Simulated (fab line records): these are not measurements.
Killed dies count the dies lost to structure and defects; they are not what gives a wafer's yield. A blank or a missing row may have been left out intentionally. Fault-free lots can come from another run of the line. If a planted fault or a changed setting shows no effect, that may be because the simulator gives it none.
The tool behind it: which one? ; flow sky130 ; 36 wafers from 12 lots sampled at 4 of the route's 708 steps

## WHAT EACH GAUGE READ, for each wafer
SKY_METAL4_CD_MEAS_13: the cd target is 300 nm.
lot;measured;on;cdNm (nm)
L928;day 41 11:18;cdSem-01;299.0 299.9 298.6
L932;day 42 22:41;cdSem-01;297.8 298.9 296.8
L934;day 43 16:14;cdSem-01;299.7 300.3 299.1
L933;day 43 18:18;cdSem-02;301.0 301.0 301.7
L935;day 43 22:49;cdSem-01;296.7 298.4 299.3
L937;day 44 05:36;cdSem-01;300.8 299.9 301.3
L938;day 44 10:19;cdSem-02;301.6 301.5 301.4
L939;day 44 23:38;cdSem-01;297.6 298.4 299.6
L940;day 45 04:37;cdSem-01;299.2 300.2 301.3
L941;day 45 11:41;cdSem-02;298.5 301.0 301.0
L942;day 45 15:05;cdSem-01;301.3 303.6 303.0
L951;day 47 10:02;cdSem-01;298.1 299.7 300.5

SKY_VIA4_THK_MEAS_20: measures by xrf.
lot;measured;on;VIA4_W_THK (nm)
L928;day 42 14:57;filmMetro-04;493 493 492
L932;day 43 23:14;filmMetro-04;484 483 481
L934;day 44 16:12;filmMetro-02;494 489 491
L933;day 44 18:42;filmMetro-03;494 490 493
L935;day 44 22:14;filmMetro-03;471 471 481
L937;day 45 04:32;filmMetro-03;486 489 485
L938;day 45 08:23;filmMetro-02;485 478 473
L939;day 45 22:14;filmMetro-03;493 486 495
L940;day 46 04:49;filmMetro-04;503 497 506
L941;day 46 10:50;filmMetro-04;486 486 480
L942;day 46 14:07;filmMetro-04;498 495 502
L951;day 48 07:04;filmMetro-03;486 491 485

## TOOL THAT RAN EACH LOT (tool first, then ch and the chambers of the sampled wafers, then the start)
lot;SKY_VIA2_STRIP_16;SKY_METAL4_SPUTTER_04
L928;plasmaAsher-02 ch 0,1, day 36 01:39;pvdSputter-03, day 39 10:38
L932;plasmaAsher-02 ch 0,1, day 37 15:59;pvdSputter-02, day 40 22:19
L934;plasmaAsher-03 ch 0,1, day 38 11:01;pvdSputter-04, day 41 17:32
L933;plasmaAsher-04 ch 0,1, day 38 12:23;pvdSputter-04, day 41 18:29
L935;plasmaAsher-03 ch 0,1, day 38 18:26;pvdSputter-02, day 42 01:02
L937;plasmaAsher-04 ch 0,1, day 39 01:59;pvdSputter-04, day 42 08:02
L938;plasmaAsher-03 ch 1, day 39 05:30;pvdSputter-02, day 42 12:43
L939;plasmaAsher-04 ch 0,1, day 39 21:32;pvdSputter-02, day 43 02:52
L940;plasmaAsher-03 ch 0,1, day 40 02:30;pvdSputter-02, day 43 09:01
L941;plasmaAsher-04 ch 0,1, day 40 11:51;pvdSputter-04, day 43 18:12
L942;plasmaAsher-02 ch 0,1, day 40 18:40;pvdSputter-03, day 43 21:21
L951;plasmaAsher-02 ch 0,1, day 42 20:07;pvdSputter-02, day 45 17:16
- SKY_VIA2_STRIP_16: strips in O2/N2.
- SKY_METAL4_SPUTTER_04: material TiN, target thk 70 nm, time 58.3 s.

## AS READ BY THE TOOLS THEMSELVES (means over the sampled wafers that have a number; for cases with no such wafer, the mark the record gives instead)
SKY_VIA2_STRIP_16.
lot;tool;drypumpMotorCurrentA (A);oesProductAu (a.u.);stripTimeToEndpointS (s)
L928;plasmaAsher-02;6.2;0.402;4.031
L932;plasmaAsher-02;6.2;0.396;4.013
L934;plasmaAsher-03;5.3;0.396;4.029
L933;plasmaAsher-04;5.7;0.397;4.031
L935;plasmaAsher-03;5.3;0.396;4.002
L937;plasmaAsher-04;5.6;0.398;4.029
L938;plasmaAsher-03;6.0;0.399;4.053
L939;plasmaAsher-04;5.9;0.394;4.056
L940;plasmaAsher-03;5.3;0.399;4.030
L941;plasmaAsher-04;6.0;0.393;4.040
L942;plasmaAsher-02;5.8;0.397;4.011
L951;plasmaAsher-02;5.7;0.400;4.039

SKY_METAL4_SPUTTER_04.
lot;tool;throttleValvePct (%)
L928;pvdSputter-03;30.8
L932;pvdSputter-02;30.7
L934;pvdSputter-04;30.7
L933;pvdSputter-04;29.4
L935;pvdSputter-02;30.0
L937;pvdSputter-04;29.4
L938;pvdSputter-02;30.6
L939;pvdSputter-02;30.2
L940;pvdSputter-02;30.5
L941;pvdSputter-04;29.8
L942;pvdSputter-03;30.2
L951;pvdSputter-02;30.2

## THE ANSWER, worked out from the rows above alone
Rule: what is usual is taken from the lots themselves. Put in order of their means at a reading, lots are off if they are a third of the lots or fewer, leave a main group of 4 or more, and stand apart from it by a gap of 3 or more times the standard deviation of the main group's means; of several such gaps the widest counts. If all means in a main group match to the digits the tables above print for the reading, that group is not used. A lot without any number at a reading at which 4 lots or more have one is off too. Any other lot the step has rows for is counted as sound. After the gauges, taken in route order, come the tools' own readings; for these a lot's mean is taken, as printed above. At the first step where some lot is off, the reading lying furthest off is the one used; lots without a number count as furthest.
No lot is off at any reading shown: from this, nothing can be told.

## WHAT WAS PUT IN BY THE SIMULATOR
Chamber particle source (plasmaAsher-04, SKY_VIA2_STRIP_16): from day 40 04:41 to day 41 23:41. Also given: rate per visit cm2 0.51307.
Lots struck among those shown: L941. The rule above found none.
